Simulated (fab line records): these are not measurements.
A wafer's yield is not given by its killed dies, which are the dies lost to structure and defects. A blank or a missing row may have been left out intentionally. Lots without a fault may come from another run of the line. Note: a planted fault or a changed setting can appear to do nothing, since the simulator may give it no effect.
Matching of chambers -- flow gf180mcu -- 3 sister chambers for GF_V2_CVD_02 on pecvd-01
The step deposits SiO2 from TEOS, target thk 850 nm, time 94.851 s. 6 wafers are shown with their chamber, then 9 later ones without.

WAFERS, EACH WITH ITS CHAMBER
wafer,chamber,heater_power_w (W)
L077.4,0,735
L078.3,0,776
L078.6,2,656
L081.2,1,564
L081.4,2,694
L081.5,1,587

WAFERS WITHOUT THEIR CHAMBER
wafer,heater_power_w (W)
L083.1,703
L083.2,610
L083.3,642
L084.4,669
L084.5,743
L084.6,594
L087.4,635
L087.5,590
L087.6,569

EACH ONE'S CHAMBER
wafer,from the rows above,in truth
L083.1,can't be placed: 2 or 0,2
L083.2,can't be placed: 1 or 2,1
L083.3,can't be placed: 2 or 1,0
L084.4,2,2
L084.5,0,0
L084.6,1,1
L087.4,can't be placed: 2 or 1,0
L087.5,1,1
L087.6,1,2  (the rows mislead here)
Correct placement for 4 of the 9. Unplaceable from these rows: 4, with the true chamber sitting among the candidates in 2. 1 placed wrongly.
How it was worked out, from the rows above alone: a wafer's distance from a chamber is the root of the sum, over the readings, of the square of ((its reading less the chamber's mean) divided by the reading's scatter). The wafer belongs to the nearest chamber; if the next one is less than 2 further off, it can't be placed. A chamber's mean is the mean of its shown wafers. The scatter: take each reading less its chamber's mean, square it, sum over the shown wafers, divide by the number of wafers less the number of chambers, and take the root.
